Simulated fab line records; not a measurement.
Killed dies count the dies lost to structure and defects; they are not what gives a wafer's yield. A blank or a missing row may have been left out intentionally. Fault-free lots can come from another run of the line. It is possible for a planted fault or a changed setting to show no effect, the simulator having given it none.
fab line records + flow gf180mcu
record
- lots=13
- wafers=39
- last_day=34
route steps=602 shown V2@384 V5@542 TOP_METAL@571
lots that met no fault: taken from a fault-free run of the same line
start_h: hours from the record's opening day to when the first of the lot's shown wafers began + wait_h: time in hours since the lot's previous step + " repeats the value in the row above + L1.1+2: a row that stands for several wafers + - value missing, or start not given + * or withheld: withheld + < > ~ a bound
route shown NAME@n: a module of which the file shows steps, and the number in the route of the first + usual: the fault-free wafers' mean and standard deviation + same: alike in all rows + chamber/n: place in a boat + sites: each site's reading + _std_site: their standard deviation + _edge_site: inner sites' mean taken away from outer sites' mean + radius_mm: for every site, how far away it sits from the centre of the wafer + mask NAME#n: copy n + behind: tool/chamber where the wafer was last shaped + hold: what put the lot on hold/how long, in hours/how the hold closed + device: the n, p or np transistor that did not switch + end of line: tests run on the same wafers once the route is complete + a step without rows: its recipe alone + killed: not the wafer's yield, but the dies lost to structure and defects at the first sort + map: the dies of a wafer, with x for killed, . for not killed, _ for no die there
set.NAME: the setting that was run; set.NAME@STEP: the one run at that earlier step + model.NAME: the simulator's own value behind a step, which no gauge read
a sample of lots followed through the steps of the route, with each step as a table and each wafer as a row
services: the hour from which a tool's chamber was out of use, counted from the record's first day as start_h (under 0 if before that day), plus the number of hours and why
## steps
# step GF_V2_CVD_02
# recipe
- material=SiO2
- target_thk_nm=850
- precursor=TEOS
- temp_c=400
- time_s=94.851
- rf_w=600
# usual
- heater_power_w=603/81
- susceptor_temp_C=399.95/0.19
| lot.wafer | tool     | chamber | start_h | wait_h | heater_power_w | susceptor_temp_C |
|-----------|----------|---------|---------|--------|----------------|------------------|
| L755.2    | pecvd-02 | 1       | 443.15  | 0.0    | 530            | 400.11           |
| L755.4    | "        | 1       | "       | "      | 555            | 399.91           |
| L755.5    | "        | 2       | "       | "      | 670            | 400.00           |
| L756.1    | pecvd-01 | 2       | 454.10  | 0.1    | 677            | 399.72           |
| L756.2    | "        | 1       | "       | "      | 614            | 400.02           |
| L756.6    | "        | 1       | "       | "      | 681            | 400.06           |
| L758.2    | pecvd-03 | 2       | 471.70  | 0.0    | 523            | 400.34           |
| L758.3    | "        | 1       | "       | "      | 602            | 400.19           |
| L758.6    | "        | 1       | "       | "      | 662            | 400.43           |
| L759.2    | pecvd-01 | 2       | 480.11  | 0.0    | 580            | 400.00           |
| L759.4    | "        | 2       | "       | "      | 651            | 400.23           |
| L759.6    | "        | 0       | "       | "      | 468            | 400.06           |
| L760.4    | pecvd-03 | 2       | 481.61  | 0.1    | 430            | 399.91           |
| L760.5    | "        | 0       | "       | "      | 698            | 399.61           |
| L760.6    | "        | 1       | "       | "      | 658            | 400.35           |
| L761.2    | pecvd-01 | 2       | 496.48  | 0.0    | 703            | 400.30           |
| L761.5    | "        | 0       | "       | "      | 550            | 399.97           |
| L761.6    | "        | 1       | "       | "      | 659            | 400.08           |
| L763.1    | pecvd-03 | 2       | 514.47  | 0.1    | 494            | 399.87           |
| L763.2    | "        | 0       | "       | "      | 723            | 399.89           |
| L763.3    | "        | 1       | "       | "      | 585            | 399.87           |
| L767.1    | pecvd-02 | 1       | 547.54  | 0.1    | 565            | 399.98           |
| L767.2    | "        | 2       | "       | "      | 718            | 399.90           |
| L767.6    | "        | 2       | "       | "      | 731            | 400.03           |
| L768.2    | pecvd-01 | 1       | 552.22  | 0.0    | 574            | 399.99           |
| L768.4    | "        | 0       | "       | "      | 452            | 399.45           |
| L768.5    | "        | 2       | "       | "      | 644            | 400.02           |
| L769.2    | pecvd-01 | 1       | 561.47  | 0.0    | 652            | 399.78           |
| L769.4    | "        | 1       | "       | "      | 677            | 399.96           |
| L769.5    | "        | 0       | "       | "      | 541            | 400.31           |
| L770.3    | pecvd-03 | 0       | 568.19  | 0.0    | 728            | 400.02           |
| L770.4    | "        | 0       | "       | "      | 565            | 400.17           |
| L770.5    | "        | 1       | "       | "      | 680            | 399.97           |
| L776.1    | pecvd-02 | 0       | 613.05  | 0.1    | 649            | 399.86           |
| L776.2    | "        | 2       | "       | "      | 730            | 399.61           |
| L776.4    | "        | 0       | "       | "      | 533            | 400.06           |
| L778.3    | pecvd-03 | 0       | 626.95  | 0.0    | 650            | 400.15           |
| L778.5    | "        | 0       | "       | "      | 700            | 400.28           |
| L778.6    | "        | 2       | "       | "      | 432            | 399.79           |
# step GF_V5_CVD_02
# recipe
- material=SiO2
- target_thk_nm=1450
- precursor=TEOS
- temp_c=400
- time_s=163.28
- rf_w=600
# usual
- heater_power_w=602/84
- susceptor_temp_C=399.98/0.21
| lot.wafer | tool     | chamber | start_h | wait_h | heater_power_w | susceptor_temp_C |
|-----------|----------|---------|---------|--------|----------------|------------------|
| L755.2    | pecvd-03 | 0       | 613.06  | 0.0    | 648            | 399.79           |
| L755.4    | "        | 1       | "       | "      | 553            | 400.14           |
| L755.5    | "        | 0       | "       | "      | 716            | 399.85           |
| L756.1    | pecvd-02 | 1       | 620.23  | 0.1    | 476            | 400.03           |
| L756.2    | "        | 0       | "       | "      | 643            | 399.80           |
| L756.6    | "        | 0       | "       | "      | 527            | 399.71           |
| L758.2    | pecvd-02 | 0       | 636.10  | 0.0    | 654            | 399.89           |
| L758.3    | "        | 1       | "       | "      | 454            | 399.92           |
| L758.6    | "        | 1       | "       | "      | 532            | 399.87           |
| L759.2    | pecvd-03 | 0       | 642.26  | 0.0    | 658            | 399.32           |
| L759.4    | "        | 2       | "       | "      | 427            | 400.04           |
| L759.6    | "        | 0       | "       | "      | 708            | 399.70           |
| L760.4    | pecvd-02 | 1       | 645.34  | 0.1    | 553            | 399.99           |
| L760.5    | "        | 0       | "       | "      | 650            | 400.07           |
| L760.6    | "        | 2       | "       | "      | 719            | 400.19           |
| L761.2    | pecvd-03 | 0       | 658.30  | 0.0    | 677            | 400.15           |
| L761.5    | "        | 2       | "       | "      | 522            | 399.96           |
| L761.6    | "        | 0       | "       | "      | 571            | 400.04           |
| L763.1    | pecvd-02 | 2       | 672.78  | 0.1    | 682            | 400.45           |
| L763.2    | "        | 1       | "       | "      | 539            | 399.85           |
| L763.3    | "        | 0       | "       | "      | 614            | 399.93           |
| L767.1    | pecvd-02 | 2       | 701.08  | 0.1    | 756            | 399.71           |
| L767.2    | "        | 0       | "       | "      | 620            | 399.60           |
| L767.6    | "        | 0       | "       | "      | 525            | 399.75           |
| L768.2    | pecvd-01 | 0       | 704.53  | 0.0    | 522            | 400.06           |
| L768.4    | "        | 1       | "       | "      | 688            | 400.22           |
| L768.5    | "        | 2       | "       | "      | 703            | 399.96           |
| L769.2    | pecvd-01 | 2       | 712.85  | 0.0    | 611            | 399.65           |
| L769.4    | "        | 1       | "       | "      | 677            | 399.86           |
| L769.5    | "        | 2       | "       | "      | 674            | 400.06           |
| L770.3    | pecvd-01 | 2       | 717.53  | 0.0    | 621            | 400.09           |
| L770.4    | "        | 0       | "       | "      | 461            | 399.82           |
| L770.5    | "        | 1       | "       | "      | 578            | 399.80           |
| L776.1    | pecvd-01 | 0       | 755.58  | 0.1    | 531            | 400.00           |
| L776.2    | "        | 2       | "       | "      | 674            | 400.05           |
| L776.4    | "        | 1       | "       | "      | 561            | 399.97           |
| L778.3    | pecvd-03 | 2       | 766.54  | 0.0    | 413            | 400.13           |
| L778.5    | "        | 1       | "       | "      | 684            | 400.17           |
| L778.6    | "        | 2       | "       | "      | 522            | 400.10           |
# step GF_V5_CD_MEAS_14
# recipe
- target_cd_nm=260
# usual
- cd_nm=259.8/0.94
| lot.wafer | tool      | chamber | start_h | wait_h | cd_nm |
|-----------|-----------|---------|---------|--------|-------|
| L755.2    | cd_sem-02 | -       | 634.60  | 0.1    | 260.9 |
| L755.4    | "         | -       | "       | "      | 260.4 |
| L755.5    | "         | -       | "       | "      | 260.6 |
| L756.1    | cd_sem-02 | -       | 640.30  | 0.1    | 259.0 |
| L756.2    | "         | -       | "       | "      | 260.1 |
| L756.6    | "         | -       | "       | "      | 258.3 |
| L758.2    | cd_sem-01 | -       | 657.17  | 0.1    | 259.9 |
| L758.3    | "         | -       | "       | "      | 259.6 |
| L758.6    | "         | -       | "       | "      | 259.2 |
| L759.2    | cd_sem-01 | -       | 663.17  | 0.1    | 259.2 |
| L759.4    | "         | -       | "       | "      | 258.3 |
| L759.6    | "         | -       | "       | "      | 258.3 |
| L760.4    | cd_sem-02 | -       | 665.71  | 0.1    | 260.9 |
| L760.5    | "         | -       | "       | "      | 260.9 |
| L760.6    | "         | -       | "       | "      | 260.0 |
| L761.2    | cd_sem-01 | -       | 678.82  | 0.1    | 259.5 |
| L761.5    | "         | -       | "       | "      | 260.0 |
| L761.6    | "         | -       | "       | "      | 259.9 |
| L763.1    | cd_sem-02 | -       | 692.15  | 0.1    | 261.2 |
| L763.2    | "         | -       | "       | "      | 260.7 |
| L763.3    | "         | -       | "       | "      | 260.5 |
| L767.1    | cd_sem-02 | -       | 719.93  | 0.1    | 259.9 |
| L767.2    | "         | -       | "       | "      | 259.6 |
| L767.6    | "         | -       | "       | "      | 261.1 |
| L768.2    | cd_sem-02 | -       | 723.10  | 0.1    | 261.6 |
| L768.4    | "         | -       | "       | "      | 261.1 |
| L768.5    | "         | -       | "       | "      | 260.6 |
| L769.2    | cd_sem-02 | -       | 731.17  | 0.1    | 260.1 |
| L769.4    | "         | -       | "       | "      | 259.2 |
| L769.5    | "         | -       | "       | "      | 259.0 |
| L770.3    | cd_sem-01 | -       | 735.94  | 0.1    | 260.0 |
| L770.4    | "         | -       | "       | "      | 260.5 |
| L770.5    | "         | -       | "       | "      | 259.8 |
| L776.1    | cd_sem-01 | -       | 772.10  | 0.1    | 258.6 |
| L776.2    | "         | -       | "       | "      | 258.8 |
| L776.4    | "         | -       | "       | "      | 258.7 |
| L778.3    | cd_sem-01 | -       | 783.13  | 0.1    | 259.1 |
| L778.5    | "         | -       | "       | "      | 257.7 |
| L778.6    | "         | -       | "       | "      | 258.7 |
# step GF_TOP_METAL_SPUTTER_04
# recipe
- material=TiN
- target_thk_nm=25
- power_w=6500
- time_s=20.8
- chamber_pressure_pa=0.4
# usual
- chamber_pressure_pa=0.4000/0.00085
- throttle_valve_pct=29.9/0.97
| lot.wafer | tool           | chamber | start_h | wait_h | chamber_pressure_pa | throttle_valve_pct |
|-----------|----------------|---------|---------|--------|---------------------|--------------------|
| L755.2    | pvd_sputter-02 | -       | 636.35  | 0.0    | 0.3999              | 29.7               |
| L755.4    | "              | -       | "       | "      | 0.3997              | 30.0               |
| L755.5    | "              | -       | "       | "      | 0.3997              | 30.0               |
| L756.1    | pvd_sputter-02 | -       | 642.19  | 0.0    | 0.4011              | 29.7               |
| L756.2    | "              | -       | "       | "      | 0.3992              | 27.5               |
| L756.6    | "              | -       | "       | "      | 0.3994              | 29.8               |
| L758.2    | pvd_sputter-01 | -       | 658.88  | 0.0    | 0.3993              | 28.9               |
| L758.3    | "              | -       | "       | "      | 0.3997              | 30.6               |
| L758.6    | "              | -       | "       | "      | 0.4006              | 30.5               |
| L759.2    | pvd_sputter-03 | -       | 664.87  | 0.0    | 0.4011              | 31.1               |
| L759.4    | "              | -       | "       | "      | 0.3990              | 30.6               |
| L759.6    | "              | -       | "       | "      | 0.4003              | 31.3               |
| L760.4    | pvd_sputter-03 | -       | 667.39  | 0.0    | 0.3999              | 31.0               |
| L760.5    | "              | -       | "       | "      | 0.4006              | 30.4               |
| L760.6    | "              | -       | "       | "      | 0.3992              | 31.4               |
| L761.2    | pvd_sputter-01 | -       | 680.52  | 0.0    | 0.3996              | 30.6               |
| L761.5    | "              | -       | "       | "      | 0.3998              | 30.5               |
| L761.6    | "              | -       | "       | "      | 0.3998              | 30.3               |
| L763.1    | pvd_sputter-01 | -       | 693.88  | 0.0    | 0.4015              | 30.1               |
| L763.2    | "              | -       | "       | "      | 0.3992              | 29.1               |
| L763.3    | "              | -       | "       | "      | 0.3986              | 30.5               |
| L767.1    | pvd_sputter-02 | -       | 721.67  | 0.0    | 0.4503              | 28.1               |
| L767.2    | "              | -       | "       | "      | 0.4495              | 27.8               |
| L767.6    | "              | -       | "       | "      | 0.4493              | 26.2               |
| L768.2    | pvd_sputter-03 | -       | 724.84  | 0.0    | 0.3996              | 31.2               |
| L768.4    | "              | -       | "       | "      | 0.4017              | 29.7               |
| L768.5    | "              | -       | "       | "      | 0.3993              | 31.2               |
| L769.2    | pvd_sputter-01 | -       | 732.88  | 0.0    | 0.3998              | 30.5               |
| L769.4    | "              | -       | "       | "      | 0.3995              | 28.9               |
| L769.5    | "              | -       | "       | "      | 0.4003              | 30.5               |
| L770.3    | pvd_sputter-02 | -       | 737.62  | 0.0    | 0.4504              | 28.1               |
| L770.4    | "              | -       | "       | "      | 0.4496              | 28.1               |
| L770.5    | "              | -       | "       | "      | 0.4496              | 26.0               |
| L776.1    | pvd_sputter-01 | -       | 773.84  | 0.0    | 0.3987              | 29.1               |
| L776.2    | "              | -       | "       | "      | 0.4000              | 30.3               |
| L776.4    | "              | -       | "       | "      | 0.3997              | 28.9               |
| L778.3    | pvd_sputter-03 | -       | 784.82  | 0.0    | 0.4005              | 30.5               |
| L778.5    | "              | -       | "       | "      | 0.3989              | 29.5               |
| L778.6    | "              | -       | "       | "      | 0.4011              | 30.6               |
## services
| tool           | chamber | start_h | hours | kind   |
|----------------|---------|---------|-------|--------|
| pvd_sputter-03 | -       | 422.53  | 14.5  | repair |
| pecvd-02       | -       | 423.36  | 2.8   | repair |
| pvd_sputter-02 | -       | 428.55  | 8.6   | repair |
| pvd_sputter-02 | -       | 431.34  | 0.5   | repair |
| pecvd-01       | -       | 454.23  | 14.0  | repair |
| pvd_sputter-01 | -       | 463.74  | 5.0   | repair |
| pvd_sputter-03 | -       | 471.36  | 2.3   | repair |
| pecvd-03       | -       | 478.19  | 2.6   | repair |
| pecvd-02       | 2       | 517.81  | 9.8   | repair |
| pecvd-01       | -       | 537.95  | 2.8   | pm     |
| pecvd-03       | -       | 542.83  | 2.8   | pm     |
| pecvd-01       | -       | 567.55  | 4.1   | repair |
| pvd_sputter-02 | -       | 584.77  | 2.3   | repair |
| pecvd-03       | -       | 604.48  | 1.4   | repair |
| pecvd-02       | 2       | 630.62  | 7.6   | repair |
| pvd_sputter-03 | -       | 635.11  | 3.2   | repair |
| pecvd-03       | 2       | 671.67  | 9.0   | repair |
| pecvd-02       | 1       | 676.07  | 9.9   | repair |
| pecvd-01       | 1       | 695.73  | 7.0   | repair |
| pecvd-02       | 0       | 707.95  | 5.2   | repair |
| pecvd-02       | -       | 710.55  | 0.7   | repair |
| pvd_sputter-01 | -       | 710.93  | 1.0   | repair |
| pecvd-01       | -       | 751.57  | 0.8   | repair |
## key
first_sign
- step=GF_TOP_METAL_SPUTTER_04
- reading=chamber_pressure_pa
- direction=up
- sigmas=59
- usual=0.4000
- struck=0.4498
effect none on later readings
met_at GF_TOP_METAL_SPUTTER_04
struck_lots L767,L770
not_acting_at GF_V2_CVD_02,GF_V5_CVD_02,GF_V5_CD_MEAS_14
onset_between 642.19 721.67
fault
- kind=process_parameter_drift
- tool=pvd_sputter-02
- chamber=-
- onset_h=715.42
- steps=GF_TOP_METAL_SPUTTER_04
- channel=chamber_pressure_pa
- offset=0.050433
- shape=step
- end_h=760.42
- acts_in=these_recipes_only
- stated=0.4
